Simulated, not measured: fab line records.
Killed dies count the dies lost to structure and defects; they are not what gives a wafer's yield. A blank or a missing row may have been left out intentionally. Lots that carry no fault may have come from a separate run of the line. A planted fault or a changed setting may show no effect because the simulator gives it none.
fab line records	flow sky130
[record] lots = 13	wafers = 39	lastDay = 50
route steps=708 shown NWELL@76 VT_ADJUST_HVTP@96 VT_ADJUST_LVTN@104 VT_ADJUST_NCORE@129 PAD_OPEN@708
lots that met no fault: taken from a fault-free run of the same line
startH: the number of hours between the record's first day and the start of the first shown wafer of the lot	waitH: hours elapsed since this lot's preceding step	" repeats the value in the row above	L1.1+2: a single row standing in for several wafers	- no value, or no start was given	* or withheld: withheld	< > ~ a bound
route shown NAME@n: names a module that has steps shown in the file, with the first one's number in the route	usual: the fault-free wafers' mean and standard deviation	same: alike in all rows	chamber/n: place in a boat	sites: the reading at each site	_std_site: the values' standard deviation	_edge_site: mean of outer sites minus mean of inner sites	radiusMm: for every site, how far away it sits from the centre of the wafer	mask NAME#n: copy n	behind: the most recent tool/chamber to have shaped the wafer	hold: what put the lot on hold/how long, in hours/how the hold closed	device: whichever transistor did not switch (one of n, p or np)	end of line: tests run on the same wafers once the route is complete	step lacking rows: just its recipe	killed: the dies lost at the first sort to structure and to defects; this is not the yield of the wafer	map: a wafer's dies, marking killed ones x, the rest . and places with no die _
set.NAME: the setting the step ran with; set.NAME@STEP: the setting that earlier step ran with	model.NAME: the simulator's own value behind a step, which no gauge read
one table for each step of the route and one row for each wafer, over a sample of lots
services: when a tool's chamber went out of use (startH, in hours from the record's first day, below 0 if earlier), for how many hours, and the reason
[[steps]]
[step SKY_NWELL_OVL_MEAS_23]
[usual] NWELL_01_OVL = -0.3/1.3
lot.wafer	tool	chamber	startH	waitH	NWELL_01_OVL[nm]
L995.3	overlay-01	-	105.21	-	0.9
L995.5	"	-	"	"	1.0
L995.6	"	-	"	"	1.1
L998.1	overlay-02	-	122.36	-	0.1
L998.4	"	-	"	"	-0.8
L998.5	"	-	"	"	-0.3
L999.1	overlay-02	-	126.26	-	-1.6
L999.2	"	-	"	"	-1.1
L999.5	"	-	"	"	-3.2
L101.2	overlay-01	-	143.94	-	-1.1
L101.3	"	-	"	"	-0.3
L101.6	"	-	"	"	-0.6
L102.1	overlay-01	-	147.28	-	-0.5
L102.4	"	-	"	"	-0.2
L102.6	"	-	"	"	0.0
L103.3	overlay-01	-	152.80	-	-3.0
L103.5	"	-	"	"	-0.4
L103.6	"	-	"	"	1.1
L105.2	overlay-02	-	165.02	-	0.5
L105.4	"	-	"	"	-0.5
L105.6	"	-	"	"	2.0
L106.1	overlay-02	-	168.58	-	-2.7
L106.2	"	-	"	"	-0.8
L106.3	"	-	"	"	-1.4
L114.1	overlay-01	-	221.76	-	-0.4
L114.2	"	-	"	"	1.0
L114.4	"	-	"	"	1.2
L115.2	overlay-02	-	228.02	-	1.8
L115.3	"	-	"	"	1.7
L115.4	"	-	"	"	1.4
L116.3	overlay-01	-	231.90	-	1.8
L116.4	"	-	"	"	0.9
L116.5	"	-	"	"	0.3
L117.3	overlay-02	-	248.66	-	-0.9
L117.4	"	-	"	"	2.0
L117.5	"	-	"	"	0.5
L118.2	overlay-01	-	249.59	-	0.0
L118.3	"	-	"	"	1.0
L118.4	"	-	"	"	-0.8
[step SKY_VT_ADJUST_HVTP_TW_MEAS_11]
[usual] VT_ADJUST_HVTP_TW = 1360/5.9
lot.wafer	tool	chamber	startH	waitH	VT_ADJUST_HVTP_TW
L995.3	filmMetro-03	-	124.53	0.1	1370
L995.5	"	-	"	"	1363
L995.6	"	-	"	"	1358
L998.1	filmMetro-04	-	142.79	0.1	1364
L998.4	"	-	"	"	1368
L998.5	"	-	"	"	1360
L999.1	filmMetro-03	-	146.68	0.1	1355
L999.2	"	-	"	"	1361
L999.5	"	-	"	"	1356
L101.2	filmMetro-02	-	164.45	0.1	1352
L101.3	"	-	"	"	1352
L101.6	"	-	"	"	1350
L102.1	filmMetro-04	-	168.43	0.1	1362
L102.4	"	-	"	"	1361
L102.6	"	-	"	"	1359
L103.3	filmMetro-02	-	174.78	0.1	1362
L103.5	"	-	"	"	1365
L103.6	"	-	"	"	1367
L105.2	filmMetro-02	-	186.47	0.1	1363
L105.4	"	-	"	"	1363
L105.6	"	-	"	"	1357
L106.1	filmMetro-02	-	191.13	0.1	1360
L106.2	"	-	"	"	1358
L106.3	"	-	"	"	1358
L114.1	filmMetro-02	-	244.91	0.1	1353
L114.2	"	-	"	"	1358
L114.4	"	-	"	"	1347
L115.2	filmMetro-04	-	251.39	0.1	1360
L115.3	"	-	"	"	1367
L115.4	"	-	"	"	1351
L116.3	filmMetro-04	-	256.10	0.1	1360
L116.4	"	-	"	"	1353
L116.5	"	-	"	"	1360
L117.3	filmMetro-03	-	272.73	0.1	1361
L117.4	"	-	"	"	1369
L117.5	"	-	"	"	1366
L118.2	filmMetro-04	-	273.92	0.1	1364
L118.3	"	-	"	"	1361
L118.4	"	-	"	"	1362
[step SKY_VT_ADJUST_LVTN_OVL_MEAS_07]
[usual] VT_ADJUST_LVTN_OVL = -0.3/1.6
lot.wafer	tool	chamber	startH	waitH	VT_ADJUST_LVTN_OVL[nm]
L995.3	overlay-01	-	143.26	-	-0.7
L995.5	"	-	"	"	-0.5
L995.6	"	-	"	"	1.4
L998.1	overlay-02	-	161.75	-	-0.9
L998.4	"	-	"	"	0.4
L998.5	"	-	"	"	-1.5
L999.1	overlay-01	-	166.77	-	-2.7
L999.2	"	-	"	"	-4.2
L999.5	"	-	"	"	-2.0
L101.2	overlay-02	-	185.37	-	1.8
L101.3	"	-	"	"	0.0
L101.6	"	-	"	"	-1.7
L102.1	overlay-02	-	189.47	-	1.2
L102.4	"	-	"	"	2.4
L102.6	"	-	"	"	-0.7
L103.3	overlay-02	-	195.31	-	1.6
L103.5	"	-	"	"	1.3
L103.6	"	-	"	"	0.9
L105.2	overlay-02	-	208.68	-	-4.2
L105.4	"	-	"	"	-2.3
L105.6	"	-	"	"	-3.7
L106.1	overlay-01	-	213.61	-	-1.7
L106.2	"	-	"	"	0.4
L106.3	"	-	"	"	0.4
L114.1	overlay-02	-	267.86	-	0.7
L114.2	"	-	"	"	-3.0
L114.4	"	-	"	"	-0.4
L115.2	overlay-02	-	274.73	-	-0.4
L115.3	"	-	"	"	-0.1
L115.4	"	-	"	"	-0.8
L116.3	overlay-02	-	278.93	-	-3.9
L116.4	"	-	"	"	-2.0
L116.5	"	-	"	"	-2.2
L117.3	overlay-02	-	296.76	-	-0.6
L117.4	"	-	"	"	-0.9
L117.5	"	-	"	"	0.0
L118.2	overlay-01	-	299.18	-	-0.1
L118.3	"	-	"	"	-0.2
L118.4	"	-	"	"	-3.3
[step SKY_VT_ADJUST_NCORE_STRIP_10]
[recipe] chemistry = O2/N2	powerW = 1400	pressureMtorr = 1500	platenTempC = withheld	o2FlowSccm = 3000	n2FlowSccm = 300	overashFraction = 0.5
[usual] chamberPressureMTorr = 1500.1/1.3	drypumpMotorCurrentA = 5.77/0.22	o2FlowSccm = 3000/8.4	oesProductAu = 0.715/0.0042	stripTimeToEndpointS = 14.18/0.04
[same] overashFraction = 0.5
lot.wafer	tool	chamber	startH	waitH	chamberPressureMTorr	drypumpMotorCurrentA	o2FlowSccm	oesProductAu	rfHoursCounterH	stripTimeToEndpointS
L995.3	plasmaAsher-01	0	183.96	0.1	1500.0	5.60	3012	0.712	-	14.17
L995.5	"	1	"	"	1501.0	5.85	3022	0.715	-	14.13
L995.6	"	0	"	"	1498.7	5.61	3010	0.728	-	14.17
L998.1	plasmaAsher-01	0	204.22	0.1	1499.0	5.63	2992	0.716	52	14.17
L998.4	"	1	"	"	1501.5	5.77	3003	0.715	-	14.12
L998.5	"	0	"	"	1501.4	5.61	2990	0.718	-	14.13
L999.1	plasmaAsher-01	1	209.44	0.1	1502.7	5.87	3003	0.704	52	14.17
L999.2	"	0	"	"	1501.2	5.61	3002	0.715	52	14.16
L999.5	"	0	"	"	1500.1	5.62	2994	0.712	-	14.20
L101.2	plasmaAsher-01	0	230.07	0.1	1499.6	5.62	2991	0.715	54	14.19
L101.3	"	0	"	"	1500.7	5.62	3003	0.714	-	14.23
L101.6	"	1	"	"	1498.9	5.80	2994	0.718	-	14.16
L102.1	plasmaAsher-01	1	234.98	0.1	1501.0	5.82	2405	0.705	55	14.39
L102.4	"	1	"	"	1501.8	5.84	2404	0.705	-	14.40
L102.6	"	0	"	"	1499.4	5.60	2999	0.716	-	14.12
L103.3	plasmaAsher-04	0	239.75	0.1	1499.6	6.22	2996	0.706	-	14.16
L103.5	"	0	"	"	1501.4	6.19	2998	0.714	-	14.23
L103.6	"	1	"	"	1500.1	5.81	3005	0.719	-	14.19
L105.2	plasmaAsher-01	1	255.04	0.1	1500.5	5.86	2400	0.705	57	14.47
L105.4	"	0	"	"	1498.3	5.62	3010	0.715	-	14.21
L105.6	"	1	"	"	1500.2	5.88	2396	0.712	-	14.42
L106.1	plasmaAsher-01	0	259.62	0.1	1499.7	5.60	2980	0.723	57	14.17
L106.2	"	1	"	"	1498.8	5.84	2401	0.702	57	14.37
L106.3	"	1	"	"	1501.3	5.88	2396	0.709	-	14.36
L114.1	plasmaAsher-02	0	319.03	0.1	1501.8	5.64	3001	0.722	19	14.22
L114.2	"	1	"	"	1500.8	5.51	2991	0.722	19	14.22
L114.4	"	1	"	"	1500.7	5.49	2999	0.715	-	14.18
L115.2	plasmaAsher-02	1	325.64	0.1	1500.9	5.50	2988	0.716	19	14.18
L115.3	"	0	"	"	1500.4	5.61	3016	0.708	-	14.21
L115.4	"	1	"	"	1498.8	5.48	2996	0.717	-	14.19
L116.3	plasmaAsher-01	0	329.56	0.1	1502.2	5.61	3001	0.715	-	14.15
L116.4	"	1	"	"	1500.2	5.86	3000	0.714	-	14.14
L116.5	"	0	"	"	1500.8	5.63	2998	0.713	-	14.19
L117.3	plasmaAsher-04	1	348.86	0.1	1499.5	5.79	2999	0.712	-	14.10
L117.4	"	0	"	"	1500.9	6.22	3009	0.713	-	14.14
L117.5	"	1	"	"	1500.4	5.78	2995	0.708	-	14.12
L118.2	plasmaAsher-01	1	351.04	0.1	1499.9	5.81	2997	0.717	66	14.21
L118.3	"	1	"	"	1498.9	5.84	3002	0.715	-	14.19
L118.4	"	0	"	"	1498.0	5.58	2990	0.718	-	14.18
[step SKY_PAD_OPEN_PROBE_99]
[usual] killed_at_M0_to_M3 = 43/7	killed_at_M4_up = 3.3/1.8	killedAtContacts = 24/6.2	killedAtFrontEnd = 16/4.7	killedAtOther = 0.4/0.58	killedDies = 87/10	killedOpen = 47/6.4	killedShort = 39/7
[same] grossDies = 492	killedAtBackSide = 0
lot.wafer	tool	chamber	startH	waitH	killed_at_M0_to_M3	killed_at_M4_up	killedAtContacts	killedAtFrontEnd	killedAtOther	killedDies	killedOpen	killedShort
L995.3	prober-01	-	1070.93	0.2	46	1	23	13	0	83	46	37
L995.5	prober-01	-	1071.03	0.2	43	4	24	14	0	85	35	50
L995.6	prober-01	-	1071.08	0.2	38	3	25	10	0	76	41	35
L998.1	prober-02	-	1091.21	0.1	44	4	43	13	0	104	56	48
L998.4	prober-02	-	1091.36	0.2	34	6	28	15	0	83	49	34
L998.5	prober-02	-	1091.41	0.2	37	7	33	15	0	92	45	47
L999.1	prober-01	-	1099.93	0.1	39	0	36	18	1	94	48	45
L999.2	prober-01	-	1099.98	0.1	42	4	15	11	0	72	39	33
L999.5	prober-01	-	1100.13	0.2	38	2	20	28	1	89	52	35
L101.2	prober-01	-	1121.40	0.1	59	3	17	16	1	96	49	47
L101.3	prober-01	-	1121.45	0.2	44	3	29	14	1	91	49	42
L101.6	prober-01	-	1121.60	0.2	39	0	25	18	0	82	45	37
L102.1	prober-02	-	1121.78	0.1	41	1	33	14	0	89	51	38
L102.4	prober-02	-	1121.93	0.2	33	3	30	21	0	87	45	42
L102.6	prober-02	-	1122.03	0.2	38	1	33	16	0	88	49	39
L103.3	prober-01	-	1123.50	0.2	43	1	26	20	2	92	55	36
L103.5	prober-01	-	1123.60	0.2	38	3	26	10	0	77	34	43
L103.6	prober-01	-	1123.65	0.2	31	3	37	15	0	86	54	32
L105.2	prober-01	-	1147.34	0.1	45	1	13	7	1	67	41	26
L105.4	prober-01	-	1147.44	0.2	36	2	22	12	0	72	41	30
L105.6	prober-01	-	1147.54	0.2	56	4	34	20	0	114	66	48
L106.1	prober-01	-	1159.30	0.1	36	0	15	12	0	63	37	26
L106.2	prober-01	-	1159.35	0.1	49	2	21	17	0	89	48	41
L106.3	prober-01	-	1159.40	0.2	50	2	19	15	1	87	49	38
L114.1	prober-02	-	1184.08	0.1	31	3	21	16	2	73	39	33
L114.2	prober-02	-	1184.13	0.1	37	4	25	20	0	86	48	38
L114.4	prober-02	-	1184.23	0.2	52	5	22	16	0	95	55	40
L115.2	prober-01	-	1197.94	0.1	27	2	24	13	1	67	32	35
L115.3	prober-01	-	1197.99	0.2	54	2	27	12	1	96	57	36
L115.4	prober-01	-	1198.04	0.2	35	3	41	18	0	97	59	37
L117.3	prober-02	-	1201.84	0.2	44	2	10	14	0	70	41	29
L117.4	prober-02	-	1201.89	0.2	47	1	24	17	0	89	51	38
L117.5	prober-02	-	1201.94	0.2	34	3	25	23	1	86	45	41
L116.3	prober-01	-	1202.47	0.2	46	6	19	8	1	80	43	34
L116.4	prober-01	-	1202.52	0.2	41	4	20	11	1	77	45	32
L116.5	prober-01	-	1202.57	0.2	47	6	28	20	0	101	52	49
L118.2	prober-02	-	1203.29	0.1	40	3	22	8	0	73	50	23
L118.3	prober-02	-	1203.34	0.2	45	2	17	15	0	79	50	29
L118.4	prober-02	-	1203.39	0.2	42	2	26	18	0	88	47	41
// killed by level:class
L995.3 VIA1:geometricParticle:open=12 CONTACT:geometricParticle:open=9 LI_CONTACT:geometricParticle:open=7 LOCAL_INTERCONNECT:geometricParticle:short=5 VIA1:geometricParticle:short=5 METAL2:geometricParticle:short=5 VIA2:geometricParticle:open=5 FIELD_ISO:geometricParticle:short=4
L995.5 LI_CONTACT:geometricParticle:open=8 VIA1:geometricParticle:short=8 VIA1:geometricParticle:open=7 METAL2:geometricParticle:short=7 LOCAL_INTERCONNECT:geometricParticle:short=6 CONTACT:geometricParticle:open=6 METAL3:geometricParticle:short=5 POLY_GATE:geometricParticle:open=4
L995.6 LI_CONTACT:geometricParticle:open=10 VIA1:geometricParticle:open=7 CONTACT:geometricParticle:short=6 CONTACT:geometricParticle:open=5 METAL1:geometricParticle:short=5 VIA2:geometricParticle:open=5 METAL2:geometricParticle:short=5 VIA3:geometricParticle:open=4
L998.1 LI_CONTACT:geometricParticle:open=17 VIA1:geometricParticle:open=13 METAL2:geometricParticle:short=10 CONTACT:geometricParticle:open=10 LOCAL_INTERCONNECT:geometricParticle:short=6 CONTACT:geometricParticle:short=6 METAL3:geometricParticle:short=5 FIELD_ISO:geometricParticle:open=4
L998.4 CONTACT:geometricParticle:open=13 LI_CONTACT:geometricParticle:open=11 VIA1:geometricParticle:open=7 POLY_GATE:geometricParticle:short=6 VIA2:geometricParticle:open=6 VIA1:geometricParticle:short=5 METAL4:geometricParticle:short=5 FIELD_ISO:geometricParticle:open=4
L998.5 CONTACT:geometricParticle:open=12 VIA1:geometricParticle:open=9 VIA1:geometricParticle:short=7 METAL4:geometricParticle:short=7 LI_CONTACT:geometricParticle:open=6 METAL1:geometricParticle:short=5 LI_CONTACT:geometricParticle:short=5 LOCAL_INTERCONNECT:geometricParticle:short=5
L999.1 CONTACT:geometricParticle:short=9 CONTACT:geometricParticle:open=9 FIELD_ISO:geometricParticle:open=8 LI_CONTACT:geometricParticle:open=8 LOCAL_INTERCONNECT:geometricParticle:short=7 POLY_GATE:geometricParticle:short=6 METAL1:geometricParticle:short=6 VIA1:geometricParticle:open=6
L999.2 VIA1:geometricParticle:open=11 VIA3:geometricParticle:open=6 METAL2:geometricParticle:short=6 LOCAL_INTERCONNECT:geometricParticle:short=5 VIA2:geometricParticle:open=5 METAL4:geometricParticle:short=4 POLY_GATE:geometricParticle:open=3 POLY_GATE:geometricParticle:short=3
L999.5 FIELD_ISO:geometricParticle:open=8 METAL1:geometricParticle:short=8 LI_CONTACT:geometricParticle:open=7 VIA1:geometricParticle:open=7 POLY_GATE:geometricParticle:short=6 CONTACT:geometricParticle:open=6 VIA2:geometricParticle:open=6 VIA3:geometricParticle:open=6
L101.2 VIA1:geometricParticle:open=12 METAL1:geometricParticle:short=6 VIA2:geometricParticle:open=6 VIA1:geometricParticle:short=6 METAL2:geometricParticle:short=6 FIELD_ISO:geometricParticle:open=5 VIA2:geometricParticle:short=5 CONTACT:geometricParticle:short=5
L101.3 CONTACT:geometricParticle:open=9 VIA1:geometricParticle:open=8 LI_CONTACT:geometricParticle:open=7 LOCAL_INTERCONNECT:geometricParticle:short=7 FIELD_ISO:geometricParticle:open=5 VIA3:geometricParticle:open=5 METAL2:geometricParticle:short=5 METAL1:geometricParticle:short=5
L101.6 CONTACT:geometricParticle:open=13 VIA2:geometricParticle:open=9 FIELD_ISO:geometricParticle:open=6 VIA1:geometricParticle:short=6 FIELD_ISO:geometricParticle:short=5 CONTACT:geometricParticle:short=5 METAL2:geometricParticle:short=5 VIA2:geometricParticle:short=5
L102.1 CONTACT:geometricParticle:open=16 VIA1:geometricParticle:open=12 CONTACT:geometricParticle:short=7 VIA2:geometricParticle:open=6 METAL1:geometricParticle:short=6 FIELD_ISO:geometricParticle:short=5 LOCAL_INTERCONNECT:geometricParticle:short=5 LI_CONTACT:geometricParticle:open=4
L102.4 LI_CONTACT:geometricParticle:open=8 CONTACT:geometricParticle:open=8 VIA3:geometricParticle:open=8 CONTACT:geometricParticle:short=7 VIA1:geometricParticle:open=6 FIELD_ISO:geometricParticle:short=5 VIA1:geometricParticle:short=5 METAL2:geometricParticle:short=5
L102.6 CONTACT:geometricParticle:open=11 METAL1:geometricParticle:short=9 VIA1:geometricParticle:open=9 CONTACT:geometricParticle:short=8 LI_CONTACT:geometricParticle:open=6 FIELD_ISO:geometricParticle:open=5 LOCAL_INTERCONNECT:geometricParticle:short=5 VIA2:geometricParticle:open=5
L103.3 FIELD_ISO:geometricParticle:open=10 VIA1:geometricParticle:open=10 CONTACT:geometricParticle:open=8 VIA3:geometricParticle:open=8 LI_CONTACT:geometricParticle:open=6 METAL1:geometricParticle:short=5 CONTACT:geometricParticle:short=5 LI_CONTACT:geometricParticle:short=4
L103.5 LI_CONTACT:geometricParticle:short=8 LI_CONTACT:geometricParticle:open=6 METAL1:geometricParticle:short=6 CONTACT:geometricParticle:open=6 VIA1:geometricParticle:open=5 VIA2:geometricParticle:short=5 METAL3:geometricParticle:short=5 VIA3:geometricParticle:open=5
L103.6 CONTACT:geometricParticle:open=21 VIA3:geometricParticle:open=8 FIELD_ISO:geometricParticle:open=5 LI_CONTACT:geometricParticle:open=5 CONTACT:geometricParticle:short=5 VIA1:geometricParticle:short=5 FIELD_ISO:geometricParticle:short=4 VIA2:geometricParticle:open=4
L105.2 VIA1:geometricParticle:open=10 VIA3:geometricParticle:open=9 VIA2:geometricParticle:open=6 LI_CONTACT:geometricParticle:open=5 VIA1:geometricParticle:short=5 VIA3:geometricParticle:short=5 CONTACT:geometricParticle:open=4 METAL2:geometricParticle:short=4
L105.4 VIA1:geometricParticle:open=8 VIA3:geometricParticle:open=8 LI_CONTACT:geometricParticle:open=7 CONTACT:geometricParticle:open=6 FIELD_ISO:geometricParticle:open=4 VIA3:geometricParticle:short=4 CONTACT:geometricParticle:short=4 VIA1:geometricParticle:short=4
L105.6 VIA1:geometricParticle:open=13 VIA2:geometricParticle:open=11 LI_CONTACT:geometricParticle:open=11 CONTACT:geometricParticle:open=9 LOCAL_INTERCONNECT:geometricParticle:short=7 POLY_GATE:geometricParticle:short=6 METAL2:geometricParticle:short=6 FIELD_ISO:geometricParticle:open=5
L106.1 VIA1:geometricParticle:open=9 VIA2:geometricParticle:open=6 METAL2:geometricParticle:short=4 LOCAL_INTERCONNECT:geometricParticle:short=4 CONTACT:geometricParticle:short=4 METAL1:geometricParticle:short=4 FIELD_ISO:geometricParticle:short=3 POLY_GATE:geometricParticle:open=3
L106.2 METAL1:geometricParticle:short=10 VIA1:geometricParticle:open=8 METAL2:geometricParticle:short=8 LI_CONTACT:geometricParticle:open=7 VIA2:geometricParticle:open=7 VIA3:geometricParticle:open=6 CONTACT:geometricParticle:open=5 FIELD_ISO:geometricParticle:short=4
L106.3 VIA1:geometricParticle:open=15 CONTACT:geometricParticle:open=9 VIA1:geometricParticle:short=6 VIA2:geometricParticle:open=6 FIELD_ISO:geometricParticle:short=4 POLY_GATE:geometricParticle:short=4 METAL1:geometricParticle:short=4 METAL3:geometricParticle:short=4
L114.1 CONTACT:geometricParticle:open=10 LI_CONTACT:geometricParticle:open=6 METAL2:geometricParticle:short=6 POLY_GATE:geometricParticle:short=5 FIELD_ISO:geometricParticle:open=4 LI_CONTACT:geometricParticle:short=4 VIA3:geometricParticle:open=4 VIA1:geometricParticle:open=4
L114.2 VIA1:geometricParticle:open=11 CONTACT:geometricParticle:short=7 CONTACT:geometricParticle:open=7 FIELD_ISO:geometricParticle:open=6 LI_CONTACT:geometricParticle:open=6 FIELD_ISO:geometricParticle:short=5 VIA1:geometricParticle:short=4 METAL2:geometricParticle:short=4
L114.4 VIA1:geometricParticle:open=18 CONTACT:geometricParticle:open=13 VIA2:geometricParticle:open=7 METAL2:geometricParticle:short=6 POLY_GATE:geometricParticle:short=6 POLY_GATE:geometricParticle:open=5 VIA1:geometricParticle:short=5 FIELD_ISO:geometricParticle:short=4
L115.2 CONTACT:geometricParticle:open=13 POLY_GATE:geometricParticle:short=5 CONTACT:geometricParticle:short=5 METAL2:geometricParticle:short=5 VIA2:geometricParticle:open=5 FIELD_ISO:geometricParticle:short=4 LOCAL_INTERCONNECT:geometricParticle:short=4 METAL1:geometricParticle:short=4
L115.3 VIA3:geometricParticle:open=13 CONTACT:geometricParticle:open=12 VIA1:geometricParticle:open=11 VIA2:geometricParticle:open=8 VIA1:geometricParticle:short=6 FIELD_ISO:geometricParticle:short=5 LI_CONTACT:geometricParticle:open=5 LOCAL_INTERCONNECT:geometricParticle:short=4
L115.4 LI_CONTACT:geometricParticle:open=14 CONTACT:geometricParticle:open=14 VIA1:geometricParticle:open=8 CONTACT:geometricParticle:short=6 VIA3:geometricParticle:open=6 FIELD_ISO:geometricParticle:open=5 POLY_GATE:geometricParticle:short=5 METAL1:geometricParticle:short=5
L117.3 VIA1:geometricParticle:open=12 VIA3:geometricParticle:open=7 VIA2:geometricParticle:open=6 VIA1:geometricParticle:short=5 VIA2:geometricParticle:short=5 FIELD_ISO:geometricParticle:open=4 FIELD_ISO:geometricParticle:short=3 POLY_GATE:geometricParticle:short=3
L117.4 VIA1:geometricParticle:open=13 VIA2:geometricParticle:open=9 CONTACT:geometricParticle:open=8 LI_CONTACT:geometricParticle:open=6 VIA1:geometricParticle:short=6 CONTACT:geometricParticle:short=5 METAL1:geometricParticle:short=5 FIELD_ISO:geometricParticle:open=4
L117.5 CONTACT:geometricParticle:open=9 VIA1:geometricParticle:open=9 FIELD_ISO:geometricParticle:short=7 CONTACT:geometricParticle:short=6 POLY_GATE:geometricParticle:open=5 METAL1:geometricParticle:short=5 VIA2:geometricParticle:open=5 SPACER:geometricParticle:open=4
L116.3 VIA3:geometricParticle:open=9 VIA1:geometricParticle:open=9 VIA2:geometricParticle:open=6 LOCAL_INTERCONNECT:geometricParticle:short=5 CONTACT:geometricParticle:open=5 METAL1:geometricParticle:open=5 METAL2:geometricParticle:short=5 LI_CONTACT:geometricParticle:open=4
L116.4 VIA1:geometricParticle:open=10 CONTACT:geometricParticle:open=8 VIA2:geometricParticle:open=8 LI_CONTACT:geometricParticle:open=6 FIELD_ISO:geometricParticle:open=4 METAL1:geometricParticle:short=4 VIA3:geometricParticle:open=4 METAL2:geometricParticle:short=4
L116.5 CONTACT:geometricParticle:open=15 VIA2:geometricParticle:open=11 FIELD_ISO:geometricParticle:short=9 VIA1:geometricParticle:short=8 VIA1:geometricParticle:open=7 FIELD_ISO:geometricParticle:open=6 LI_CONTACT:geometricParticle:open=6 VIA3:geometricParticle:open=6
L118.2 VIA1:geometricParticle:open=12 CONTACT:geometricParticle:open=9 VIA3:geometricParticle:open=9 LI_CONTACT:geometricParticle:open=5 METAL2:geometricParticle:short=4 VIA2:geometricParticle:open=4 VIA3:geometricParticle:short=4 FIELD_ISO:geometricParticle:open=3
L118.3 VIA1:geometricParticle:open=12 VIA3:geometricParticle:open=9 CONTACT:geometricParticle:open=7 VIA2:geometricParticle:open=6 VIA3:geometricParticle:short=5 POLY_GATE:geometricParticle:short=4 LI_CONTACT:geometricParticle:open=4 METAL3:geometricParticle:short=4
L118.4 CONTACT:geometricParticle:open=10 VIA3:geometricParticle:open=9 METAL2:geometricParticle:short=7 LI_CONTACT:geometricParticle:open=7 VIA1:geometricParticle:open=7 FIELD_ISO:geometricParticle:short=6 SPACER:geometricParticle:open=5 METAL1:geometricParticle:short=5
[[services]]
tool	chamber	startH	hours	kind
plasmaAsher-02	-	206.19	2.4	repair
plasmaAsher-01	-	231.80	2.8	pm
plasmaAsher-02	-	257.34	12.0	repair
plasmaAsher-02	-	258.78	7.4	repair
plasmaAsher-02	-	317.75	1.2	repair
[[key]]
[firstSign] step = SKY_VT_ADJUST_NCORE_STRIP_10	reading = o2FlowSccm	direction = down	sigmas = 71	usual = 3000	struck = 2401
[effect] step = SKY_VT_ADJUST_NCORE_STRIP_10	reading = stripTimeToEndpointS	direction = up	sigmas = 5.6	usual = *	struck = *
metAt SKY_VT_ADJUST_NCORE_STRIP_10
struckLots L102,L105,L106
struckWafers L102.1,L102.4,L105.2,L105.6,L106.2,L106.3
testerLeftOut L102,L105,L106
notActingAt SKY_NWELL_OVL_MEAS_23,SKY_VT_ADJUST_HVTP_TW_MEAS_11,SKY_VT_ADJUST_LVTN_OVL_MEAS_07
onsetBetween 230.07 234.98
[fault] kind = processParameterDrift	tool = plasmaAsher-01	chamber = 1	onsetH = 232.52	steps = SKY_VT_ADJUST_NCORE_STRIP_10	channel = o2FlowSccm	offset = -600	shape = step	endH = 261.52	actsIn = theseRecipesOnly	stated = 3000
// testerLeftOut: of these lots the tester's yield and bins aren't shown, on N5 and GAA mostly nor the transistor test; their killed dies are dies lost to structure and defects alone, not to doping, threshold or leakage, so they don't give the yield
